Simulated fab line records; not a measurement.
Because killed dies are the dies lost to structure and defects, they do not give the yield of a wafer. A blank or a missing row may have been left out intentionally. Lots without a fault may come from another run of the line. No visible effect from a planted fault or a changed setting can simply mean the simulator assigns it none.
fab line records	flow sky130
record: lots: 7	wafers: 21	lastDay: 49
route steps=708 shown SPACER@306 POLY_CUT@307 PAD_OPEN@708
lots that met no fault: taken from a fault-free run of the same line
startH: the number of hours between the record's first day and the start of the first shown wafer of the lot	waitH: hours from the lot's prior step to this one	" same as the row above	L1.1+2: a single row standing in for several wafers	- value missing, or start not given	* or withheld: withheld	< > ~ a bound
route shown NAME@n: NAME is a module with steps in the file, n the number in the route of the first one	usual: mean/standard deviation taken from wafers without a fault	same: alike in all rows	chamber/n: place in a boat	sites: readings site by site	_std_site: their standard deviation	_edge_site: the outer-site mean with the inner-site mean subtracted	radiusMm: how far each site lies from the wafer's centre	mask NAME#n: copy n	behind: the last tool/chamber to shape the wafer	hold: what put the lot on hold/how long, in hours/how the hold closed	device: transistor that didn't switch, given as n, p or np	end of line: the same wafers' tests at the end of the route	a step without rows: its recipe alone	killed: at the first sort, the dies lost to defects and structure; wafer yield is something else	map: shows each die of a wafer: x if killed, . if not, _ if none is there
set.NAME: the run value of the setting; set.NAME@STEP: its run value at that earlier step	model.NAME: the simulator's own value behind a step, which no gauge read
lots at some steps of the route; a table a step, a row a wafer
services: from which hour (startH, from the record's first day; less than 0 if before it) a tool's chamber was out of use, for how many hours, and why
== steps ==
step: SKY_SPACER_ETCHBACK_02
recipe: chemistry: CH3F/O2	target: Si3N4	stopOn: SiO2	sourceW: 400	biasW: 80	pressureMtorr: 25	ch3fFlowSccm: 40	O2_flow_sccm: 30	timeS: 46.7	targetDepthA: 450
usual: drypumpMotorCurrentA: 5.8/0.43	oesProductAu: 0.855/0.0056	throttleValvePct: 10.562/0.0091
lot.wafer	tool	chamber	startH	waitH	drypumpMotorCurrentA	oesProductAu	rfHoursCounterH	throttleValvePct
L520.1	rieDiel-01	0	533.32	0.1	5.6	0.854	6	10.544
L520.3	"	2	"	"	5.6	0.853	7	10.573
L520.4	"	1	"	"	4.9	0.867	9	10.569
L522.1	rieDiel-02	0	551.38	0.1	5.6	0.851	66	10.550
L522.3	"	1	"	"	6.4	0.855	5	10.559
L522.5	"	1	"	"	6.5	0.862	-	10.577
L524.1	rieDiel-01	2	589.90	0.1	5.6	0.853	8	10.550
L524.2	"	3	"	"	5.5	0.855	3	10.565
L524.6	"	3	"	"	5.5	0.840	-	10.566
L523.2	rieDiel-02	2	594.61	0.0	6.0	0.851	12	10.552
L523.3	"	1	"	"	6.5	0.852	6	10.548
L523.4	"	3	"	"	6.1	0.865	11	10.567
L526.1	rieDiel-02	1	597.17	0.1	6.4	0.863	6	10.553
L526.4	"	3	"	"	6.2	0.857	11	10.565
L526.6	"	3	"	"	6.2	0.851	-	10.557
L533.4	rieDiel-01	0	643.90	0.0	5.6	0.854	7	10.545
L533.5	"	3	"	"	5.5	0.858	-	10.550
L533.6	"	0	"	"	5.6	0.848	-	10.560
L538.1	rieDiel-02	1	694.19	0.1	6.5	0.847	8	10.564
L538.2	"	0	"	"	5.6	0.855	1	10.577
L538.4	"	3	"	"	6.1	0.862	-	10.568
step: SKY_POLY_CUT_DEHYDRATE_00
recipe: tempC: 200	timeS: 60
step: SKY_POLY_CUT_HMDS_01
recipe: primeTimeS: 60	primeTempC: 120
step: SKY_POLY_CUT_COAT_02
recipe: resist: BARC	tempC: withheld	timeS: withheld	spinRpm: 3000	resistThkNm: 60
step: SKY_POLY_CUT_COAT_03
recipe: resist: KrF-thick	spinRpm: 3000	resistThkNm: 450
step: SKY_POLY_CUT_SOFTBAKE_04
recipe: tempC: 100	timeS: 90	resist: KrF-thick
step: SKY_POLY_CUT_EXPOSE_05
recipe: maskId: NPCM	na: 0.8	sourceShape: annular	sigmaInner: 0.55	sigmaOuter: 0.85	targetCdNm: 270	doseMj: 32
step: SKY_POLY_CUT_PEB_06
recipe: pebTempC: withheld	pebTimeS: withheld	resist: KrF-thick
step: SKY_POLY_CUT_DEVELOP_07
recipe: developTimeS: 60	resist: KrF-thick	devTempC: 21
step: SKY_POLY_CUT_CD_MEAS_08
recipe: targetCdNm: 270
usual: cdNm: 270.4/1.5
lot.wafer	tool	chamber	startH	waitH	cdNm
L520.1	cdSem-01	-	563.75	-	271.7
L520.3	"	-	"	"	273.0
L520.4	"	-	"	"	270.6
L522.1	cdSem-01	-	580.55	-	271.5
L522.3	"	-	"	"	269.6
L522.5	"	-	"	"	270.5
L524.1	cdSem-01	-	618.90	-	269.4
L524.2	"	-	"	"	269.8
L524.6	"	-	"	"	269.6
L523.2	cdSem-02	-	624.17	-	270.5
L523.3	"	-	"	"	270.2
L523.4	"	-	"	"	271.0
L526.1	cdSem-02	-	626.99	-	269.7
L526.4	"	-	"	"	269.7
L526.6	"	-	"	"	269.8
L533.4	cdSem-01	-	672.60	-	269.9
L533.5	"	-	"	"	269.4
L533.6	"	-	"	"	269.7
L538.1	cdSem-01	-	722.69	-	270.3
L538.2	"	-	"	"	270.4
L538.4	"	-	"	"	271.8
step: SKY_POLY_CUT_OVL_MEAS_09
usual: POLY_CUT_OVL: -1/5.4
lot.wafer	tool	chamber	startH	waitH	POLY_CUT_OVL[nm]
L520.1	overlay-01	-	563.87	0.1	0
L520.3	"	-	"	"	1
L520.4	"	-	"	"	2
L522.1	overlay-01	-	580.67	0.1	8
L522.3	"	-	"	"	5
L522.5	"	-	"	"	10
L524.1	overlay-01	-	619.02	0.1	-7
L524.2	"	-	"	"	5
L524.6	"	-	"	"	-4
L523.2	overlay-02	-	624.27	0.1	-8
L523.3	"	-	"	"	-8
L523.4	"	-	"	"	-1
L526.1	overlay-02	-	627.11	0.1	-11
L526.4	"	-	"	"	-3
L526.6	"	-	"	"	1
L533.4	overlay-02	-	672.68	0.1	-1
L533.5	"	-	"	"	3
L533.6	"	-	"	"	0
L538.1	overlay-02	-	722.81	0.1	-3
L538.2	"	-	"	"	3
L538.4	"	-	"	"	5
step: SKY_POLY_CUT_ETCH_10
recipe: chemistry: N2/H2	target: BARC	ionEnergyEv: 200	sourceW: 500	biasW: 100	pressureMtorr: 30	n2FlowSccm: 100	h2FlowSccm: 200	stopOn: SiO2	timeS: 45.9	targetDepthA: 600
usual: biasW: 99.99/0.27	chamberPressureMTorr: 30.00/0.032	drypumpMotorCurrentA: 5.6/0.41	oesProductAu: 0.855/0.004	throttleValvePct: 13.225/0.0096
lot.wafer	tool	chamber	startH	waitH	biasW	chamberPressureMTorr	drypumpMotorCurrentA	oesProductAu	rfHoursCounterH	throttleValvePct
L520.1	rieDiel-04	0	563.90	0.0	99.78	29.98	5.6	0.847	0	13.228
L520.3	"	2	"	"	100.13	30.00	6.0	0.857	42	13.223
L520.4	"	2	"	"	99.85	30.00	6.1	0.858	-	13.212
L522.1	rieDiel-02	1	580.70	0.0	100.14	30.01	6.5	0.855	5	13.208
L522.3	"	0	"	"	100.11	30.02	5.6	0.855	66	13.218
L522.5	"	3	"	"	100.29	30.02	6.1	0.856	-	13.215
L524.1	rieDiel-01	2	619.05	0.0	99.83	29.98	5.6	0.856	9	13.233
L524.2	"	1	"	"	100.06	30.03	4.9	0.859	11	13.228
L524.6	"	3	"	"	100.04	29.99	5.5	0.850	-	13.220
L523.2	rieDiel-01	3	624.30	0.0	100.01	29.98	5.5	0.847	4	13.227
L523.3	"	2	"	"	99.90	30.00	5.7	0.846	9	13.232
L523.4	"	1	"	"	99.88	30.00	4.9	0.854	-	13.243
L526.1	rieDiel-04	1	627.14	0.0	100.21	30.02	5.2	0.850	10	13.217
L526.4	"	2	"	"	100.00	29.94	6.1	0.855	43	13.234
L526.6	"	2	"	"	100.16	29.98	6.1	0.853	-	13.217
L533.4	rieDiel-02	0	672.69	0.0	100.43	29.99	5.6	0.855	1	13.229
L533.5	"	1	"	"	99.85	29.97	6.5	0.852	-	13.205
L533.6	"	0	"	"	100.19	29.98	5.6	0.853	-	13.237
L538.1	rieDiel-04	1	722.84	0.0	100.25	29.96	5.2	0.854	12	13.245
L538.2	"	2	"	"	99.64	30.02	6.1	0.852	46	13.224
L538.4	"	0	"	"	99.66	30.02	5.6	0.859	4	13.233
step: SKY_POLY_CUT_ETCH_11
recipe: target: Si3N4	chemistry: CF4/CH2F2/Ar	stopOn: poly-Si	sourceW: 600	biasW: 150	pressureMtorr: 40	cf4FlowSccm: 40	ch2f2FlowSccm: 20	Ar_flow_sccm: 150	timeS: 42.5	targetDepthA: 600
usual: biasW: 149.9/0.41	cf4FlowSccm: 40.00/0.12	drypumpMotorCurrentA: 5.6/0.41	mfcArSccm: 150.1/0.45	oesProductAu: 0.829/0.0064	throttleValvePct: 14.996/0.0093
lot.wafer	tool	chamber	startH	waitH	biasW	cf4FlowSccm	drypumpMotorCurrentA	mfcArSccm	oesProductAu	rfHoursCounterH	throttleValvePct
L520.1	rieDiel-04	0	563.95	0.0	149.7	39.81	5.6	149.4	0.834	0	15.000
L520.3	"	2	"	"	149.1	40.04	6.1	150.8	0.833	42	14.990
L520.4	"	2	"	"	150.0	39.95	6.1	150.8	0.832	-	14.986
L522.1	rieDiel-02	1	580.75	0.0	149.9	40.06	6.4	150.4	0.826	5	15.003
L522.3	"	0	"	"	150.1	40.23	5.6	149.5	0.842	66	15.005
L522.5	"	3	"	"	150.8	39.86	6.1	150.6	0.829	-	15.000
L524.1	rieDiel-01	2	619.10	0.0	-	-	-	-	-	-	-
L524.2	"	1	"	"	-	-	-	-	-	-	-
L524.6	"	3	"	"	-	-	-	-	-	-	-
L523.2	rieDiel-01	3	624.35	0.0	-	-	-	-	-	-	-
L523.3	"	2	"	"	-	-	-	-	-	-	-
L523.4	"	1	"	"	-	-	-	-	-	-	-
L526.1	rieDiel-04	1	627.19	0.0	-	-	-	-	-	-	-
L526.4	"	2	"	"	-	-	-	-	-	-	-
L526.6	"	2	"	"	-	-	-	-	-	-	-
L533.4	rieDiel-02	0	672.74	0.0	150.4	40.29	5.6	150.4	0.836	1	15.005
L533.5	"	1	"	"	149.8	40.16	6.4	149.7	0.845	-	14.985
L533.6	"	0	"	"	150.2	40.22	5.6	150.5	0.829	-	15.007
L538.1	rieDiel-04	1	722.89	0.0	150.2	39.97	5.1	150.6	0.831	12	14.997
L538.2	"	2	"	"	149.7	39.91	6.1	149.1	0.827	46	14.989
L538.4	"	0	"	"	150.1	39.71	5.5	149.8	0.832	4	15.006
step: SKY_POLY_CUT_STRIP_12
recipe: chemistry: O2/N2	powerW: 1400	pressureMtorr: 1500	platenTempC: withheld	o2FlowSccm: 3000	n2FlowSccm: 300	overashFraction: 0.5
usual: drypumpMotorCurrentA: 5.6/0.36	oesProductAu: 0.453/0.0048	stripTimeToEndpointS: 5.364/0.013
lot.wafer	tool	chamber	startH	waitH	drypumpMotorCurrentA	oesProductAu	rfHoursCounterH	stripTimeToEndpointS
L520.1	plasmaAsher-02	1	563.99	0.0	5.7	0.458	13	5.367
L520.3	"	0	"	"	4.8	0.449	-	5.356
L520.4	"	1	"	"	5.7	0.458	-	5.365
L522.1	plasmaAsher-02	0	580.79	0.0	4.9	0.449	15	5.353
L522.3	"	1	"	"	5.7	0.446	-	5.356
L522.5	"	1	"	"	5.7	0.456	-	5.375
L524.1	plasmaAsher-03	0	619.14	0.0	5.9	0.450	46	5.332
L524.2	"	1	"	"	5.7	0.445	46	5.330
L524.6	"	0	"	"	5.9	0.463	-	5.360
L523.2	plasmaAsher-04	0	624.39	0.0	5.5	0.451	94	5.385
L523.3	"	0	"	"	5.5	0.454	-	5.370
L523.4	"	1	"	"	5.7	0.453	-	5.381
L526.1	plasmaAsher-02	0	627.23	0.0	4.9	0.451	20	5.344
L526.4	"	0	"	"	4.8	0.461	-	5.375
L526.6	"	1	"	"	5.7	0.455	-	5.356
L533.4	plasmaAsher-03	0	672.81	0.1	6.0	0.451	-	5.352
L533.5	"	0	"	"	6.0	0.448	-	5.364
L533.6	"	1	"	"	5.7	0.451	-	5.381
L538.1	plasmaAsher-02	0	722.93	0.0	4.8	0.452	29	5.363
L538.2	"	1	"	"	5.7	0.451	29	5.359
L538.4	"	0	"	"	4.8	0.453	-	5.367
step: SKY_PAD_OPEN_PROBE_99
usual: killed_at_M0_to_M3: 42/7.4	killed_at_M4_up: 3.3/2.1	killedAtContacts: 24/5.3	killedAtFrontEnd: 15/4.5	killedAtOther: 0.3/0.57	killedDies: 84/10	killedOnRim: 17/3.8	killedOpen: 46/7.5	killedShort: 38/6.4
same: grossDies: 492	killedAtBackSide: 0
lot.wafer	tool	chamber	startH	waitH	hold	killed_at_M0_to_M3	killed_at_M4_up	killedAtContacts	killedAtFrontEnd	killedAtOther	killedDies	killedOnRim	killedOpen	killedShort
L520.1	prober-01	-	1075.59	0.1	-	42	10	26	14	0	92	17	54	38
L520.3	prober-01	-	1075.69	0.2	-	42	6	26	22	0	96	19	59	35
L520.4	prober-01	-	1075.74	0.2	-	30	4	23	15	0	72	11	41	31
L522.1	prober-01	-	1091.25	0.1	-	42	4	31	24	0	101	24	55	46
L522.3	prober-01	-	1091.35	0.2	-	39	0	25	8	0	72	18	41	31
L522.5	prober-01	-	1091.45	0.2	-	40	3	21	12	1	77	18	44	33
L524.1	prober-01	-	1118.94	0.1	awaitDispo/2.5h/scrap	41	6	20	423	2	492	96	41	34
L524.2	prober-01	-	1118.99	0.1	awaitDispo/2.5h/scrap	51	5	26	410	0	492	96	50	51
L524.6	prober-01	-	1119.19	0.2	awaitDispo/2.5h/scrap	44	8	21	418	1	492	96	41	45
L523.2	prober-02	-	1119.14	0.1	awaitDispo/1.2h/scrap	49	7	24	410	2	492	96	53	43
L523.3	prober-02	-	1119.19	0.2	awaitDispo/1.2h/scrap	52	3	21	416	0	492	96	41	48
L523.4	prober-02	-	1119.24	0.2	awaitDispo/1.2h/scrap	36	4	27	425	0	492	96	43	37
L526.1	prober-01	-	1123.65	0.1	awaitDispo/4.1h/scrap	45	6	18	423	0	492	96	49	34
L526.4	prober-01	-	1123.80	0.2	awaitDispo/4.1h/scrap	38	4	23	427	0	492	96	51	32
L526.6	prober-01	-	1123.90	0.2	awaitDispo/4.1h/scrap	38	3	29	422	0	492	96	40	46
L533.4	prober-01	-	1155.21	0.2	-	38	5	27	13	0	83	13	40	43
L533.5	prober-01	-	1155.26	0.2	-	50	2	24	8	1	85	19	51	33
L533.6	prober-01	-	1155.31	0.2	-	38	2	25	18	0	83	23	42	41
killed by level:class
L520.1 LI_CONTACT:geometricParticle:open=10 VIA3:geometricParticle:open=10 VIA1:geometricParticle:open=8 VIA2:geometricParticle:open=8 METAL4:geometricParticle:short=8 CONTACT:geometricParticle:open=7 POLY_GATE:geometricParticle:open=6 VIA1:geometricParticle:short=5
L520.3 VIA1:geometricParticle:open=12 CONTACT:geometricParticle:open=9 VIA3:geometricParticle:open=8 LI_CONTACT:geometricParticle:open=7 POLY_GATE:geometricParticle:open=6 LOCAL_INTERCONNECT:geometricParticle:short=6 METAL4:geometricParticle:short=6 FIELD_ISO:geometricParticle:open=5
L520.4 LI_CONTACT:geometricParticle:open=9 VIA1:geometricParticle:open=9 FIELD_ISO:geometricParticle:short=6 FIELD_ISO:geometricParticle:open=5 CONTACT:geometricParticle:short=5 CONTACT:geometricParticle:open=5 VIA2:geometricParticle:short=3 METAL4:geometricParticle:open=3
L522.1 CONTACT:geometricParticle:open=11 LI_CONTACT:geometricParticle:open=8 VIA1:geometricParticle:open=8 POLY_GATE:geometricParticle:short=6 VIA2:geometricParticle:short=6 VIA3:geometricParticle:open=6 FIELD_ISO:geometricParticle:open=5 CONTACT:geometricParticle:short=5
L522.3 VIA1:geometricParticle:open=11 VIA3:geometricParticle:open=7 CONTACT:geometricParticle:open=7 LI_CONTACT:geometricParticle:open=6 CONTACT:geometricParticle:short=6 METAL2:geometricParticle:short=5 LOCAL_INTERCONNECT:geometricParticle:short=4 METAL1:geometricParticle:short=4
L522.5 VIA1:geometricParticle:open=10 LI_CONTACT:geometricParticle:open=7 CONTACT:geometricParticle:short=7 CONTACT:geometricParticle:open=7 VIA3:geometricParticle:open=5 VIA1:geometricParticle:short=5 VIA3:geometricParticle:short=4 METAL1:geometricParticle:short=4
L524.1 POLY_CUT:areaEtch=417 LI_CONTACT:geometricParticle:open=8 VIA2:geometricParticle:open=8 VIA1:geometricParticle:open=8 CONTACT:geometricParticle:open=6 VIA2:geometricParticle:short=6 LOCAL_INTERCONNECT:geometricParticle:short=4 VIA3:geometricParticle:short=3
L524.2 POLY_CUT:areaEtch=391 CONTACT:geometricParticle:open=11 VIA1:geometricParticle:open=10 METAL1:geometricParticle:short=9 VIA2:geometricParticle:open=8 VIA3:geometricParticle:open=7 FIELD_ISO:geometricParticle:short=6 LI_CONTACT:geometricParticle:short=6
L523.2 POLY_CUT:areaEtch=396 VIA1:geometricParticle:open=13 VIA2:geometricParticle:open=10 CONTACT:geometricParticle:open=7 LI_CONTACT:geometricParticle:short=6 METAL2:geometricParticle:short=6 METAL4:geometricParticle:short=6 LI_CONTACT:geometricParticle:open=5
L523.3 POLY_CUT:areaEtch=403 METAL1:geometricParticle:short=10 VIA1:geometricParticle:open=8 CONTACT:geometricParticle:open=7 VIA2:geometricParticle:open=7 VIA1:geometricParticle:short=6 VIA3:geometricParticle:open=6 VIA3:geometricParticle:short=6
L524.6 POLY_CUT:areaEtch=406 CONTACT:geometricParticle:open=9 METAL1:geometricParticle:short=8 VIA1:geometricParticle:open=8 VIA3:geometricParticle:open=7 VIA1:geometricParticle:short=7 METAL4:geometricParticle:short=6 LI_CONTACT:geometricParticle:open=5
L523.4 POLY_CUT:areaEtch=411 CONTACT:geometricParticle:open=10 VIA1:geometricParticle:open=8 LOCAL_INTERCONNECT:geometricParticle:short=6 METAL1:geometricParticle:short=6 POLY_GATE:geometricParticle:open=5 LI_CONTACT:geometricParticle:open=5 VIA1:geometricParticle:short=4
L526.1 POLY_CUT:areaEtch=409 VIA1:geometricParticle:open=11 CONTACT:geometricParticle:open=10 VIA2:geometricParticle:open=8 VIA2:geometricParticle:short=7 VIA3:geometricParticle:open=5 FIELD_ISO:geometricParticle:open=3 SONOS_ONO:geometricParticle:open=3
L526.4 POLY_CUT:areaEtch=409 CONTACT:geometricParticle:open=9 VIA3:geometricParticle:open=8 VIA1:geometricParticle:open=6 POLY_GATE:geometricParticle:open=6 VIA2:geometricParticle:open=6 FIELD_ISO:geometricParticle:open=5 LOCAL_INTERCONNECT:geometricParticle:short=5
L526.6 POLY_CUT:areaEtch=406 CONTACT:geometricParticle:open=12 VIA1:geometricParticle:open=7 LOCAL_INTERCONNECT:geometricParticle:short=6 VIA2:geometricParticle:open=6 FIELD_ISO:geometricParticle:short=5 POLY_GATE:geometricParticle:short=5 LI_CONTACT:geometricParticle:short=5
L533.4 CONTACT:geometricParticle:open=11 VIA1:geometricParticle:short=6 CONTACT:geometricParticle:short=5 VIA3:geometricParticle:open=5 VIA1:geometricParticle:open=5 LI_CONTACT:geometricParticle:short=4 METAL1:geometricParticle:short=4 METAL2:geometricParticle:short=4
L533.5 VIA1:geometricParticle:open=11 CONTACT:geometricParticle:open=9 LI_CONTACT:geometricParticle:open=8 METAL2:geometricParticle:short=8 VIA3:geometricParticle:open=6 VIA2:geometricParticle:short=6 VIA2:geometricParticle:open=6 POLY_GATE:geometricParticle:short=3
L533.6 VIA1:geometricParticle:open=10 CONTACT:geometricParticle:open=9 METAL2:geometricParticle:short=7 CONTACT:geometricParticle:short=6 LI_CONTACT:geometricParticle:open=5 POLY_GATE:geometricParticle:short=5 POLY_GATE:geometricParticle:open=4 VIA2:geometricParticle:short=4
map L523.2 (x killed, . not)
__________xxxxxxxxxx_________
________xxxxxxxxxxxxxx_______
______xxxxxxxxxxxxxxxxxx_____
_____xxxxxxxxxxxxxxxxxxxx____
____xxxxxxxxxxxxxxxxxxxxxx___
___xxxxxxxxxxxxxxxxxxxxxxxx__
__xxxxxxxxxxxxxxxxxxxxxxxxxx_
_xxxxxxxxxxxxxxxxxxxxxxxxxxxx
_xxxxxxxxxxxxxxxxxxxxxxxxxxxx
_xxxxxxxxxxxxxxxxxxxxxxxxxxxx
_xxxxxxxxxxxxxxxxxxxxxxxxxxxx
_xxxxxxxxxxxxxxxxxxxxxxxxxxxx
_xxxxxxxxxxxxxxxxxxxxxxxxxxxx
_xxxxxxxxxxxxxxxxxxxxxxxxxxxx
_xxxxxxxxxxxxxxxxxxxxxxxxxxxx
__xxxxxxxxxxxxxxxxxxxxxxxxxx_
___xxxxxxxxxxxxxxxxxxxxxxxx__
____xxxxxxxxxxxxxxxxxxxxxx___
_____xxxxxxxxxxxxxxxxxxxx____
______xxxxxxxxxxxxxxxxxx_____
________xxxxxxxxxxxxxx_______
__________xxxxxxxxxx_________
map L524.1 (x killed, . not)
__________xxxxxxxxxx_________
________xxxxxxxxxxxxxx_______
______xxxxxxxxxxxxxxxxxx_____
_____xxxxxxxxxxxxxxxxxxxx____
____xxxxxxxxxxxxxxxxxxxxxx___
___xxxxxxxxxxxxxxxxxxxxxxxx__
__xxxxxxxxxxxxxxxxxxxxxxxxxx_
_xxxxxxxxxxxxxxxxxxxxxxxxxxxx
_xxxxxxxxxxxxxxxxxxxxxxxxxxxx
_xxxxxxxxxxxxxxxxxxxxxxxxxxxx
_xxxxxxxxxxxxxxxxxxxxxxxxxxxx
_xxxxxxxxxxxxxxxxxxxxxxxxxxxx
_xxxxxxxxxxxxxxxxxxxxxxxxxxxx
_xxxxxxxxxxxxxxxxxxxxxxxxxxxx
_xxxxxxxxxxxxxxxxxxxxxxxxxxxx
__xxxxxxxxxxxxxxxxxxxxxxxxxx_
___xxxxxxxxxxxxxxxxxxxxxxxx__
____xxxxxxxxxxxxxxxxxxxxxx___
_____xxxxxxxxxxxxxxxxxxxx____
______xxxxxxxxxxxxxxxxxx_____
________xxxxxxxxxxxxxx_______
__________xxxxxxxxxx_________
== services ==
tool	chamber	startH	hours	kind
plasmaAsher-02	-	519.19	0.8	repair
rieDiel-02	0	525.29	6.0	repair
rieDiel-04	0	525.54	-	clean
rieDiel-04	0	525.54	22.9	scheduledDown
rieDiel-04	0	525.54	22.9	ventCycle
rieDiel-04	3	548.43	-	clean
rieDiel-04	3	548.43	23.6	scheduledDown
rieDiel-04	3	548.43	23.6	ventCycle
rieDiel-02	2	569.20	1.6	repair
plasmaAsher-03	-	594.60	5.3	repair
rieDiel-04	-	604.55	1.0	repair
rieDiel-01	0	607.92	13.9	repair
rieDiel-01	3	608.68	4.2	repair
rieDiel-02	0	616.63	-	clean
rieDiel-02	0	616.63	21.9	scheduledDown
rieDiel-02	0	616.63	21.9	ventCycle
rieDiel-01	0	622.67	9.8	repair
rieDiel-04	-	631.94	0.4	repair
rieDiel-01	3	634.01	9.6	repair
rieDiel-04	-	645.28	2.8	pm
rieDiel-04	-	654.56	10.0	pm
rieDiel-01	0	675.83	2.0	repair
rieDiel-02	2	687.70	9.9	repair
plasmaAsher-02	-	698.96	1.4	repair
== key ==
firstSign: step: SKY_POLY_CUT_ETCH_11	reading: toolRecord	direction: missing
effect: step: SKY_PAD_OPEN_PROBE_99	reading: killedAtFrontEnd	direction: up	sigmas: 91	usual: 15	struck: 419
moreKillsBornAt: SKY_POLY_CUT_ETCH_11@rieDiel-01: 2424	SKY_POLY_CUT_ETCH_11@rieDiel-04: 1224
metAt SKY_POLY_CUT_ETCH_11
struckWafers L523.2,L523.3,L523.4,L524.1,L524.2,L524.6,L526.1,L526.4,L526.6
laterRowsLeftOut L523.2,L523.3,L523.4,L524.1,L524.2,L524.6,L526.1,L526.4,L526.6
testerLeftOut L523,L524,L526
onsetBetween 563.95 619.10
fault: kind: skippedStepWhole	tool: rieDiel-01,rieDiel-04	chamber: -	onsetH: 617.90	steps: SKY_POLY_CUT_ETCH_11	scope: struckLotsOnly
testerLeftOut: of these lots the tester's yield and bins aren't shown, on N5 and GAA mostly nor the transistor test; their killed dies are dies lost to structure and defects alone, not to doping, threshold or leakage, so they don't give the yield
laterRowsLeftOut: the simulator's readings of these wafers behind a module that went badly wrong aren't trusted and aren't shown, but for the sort
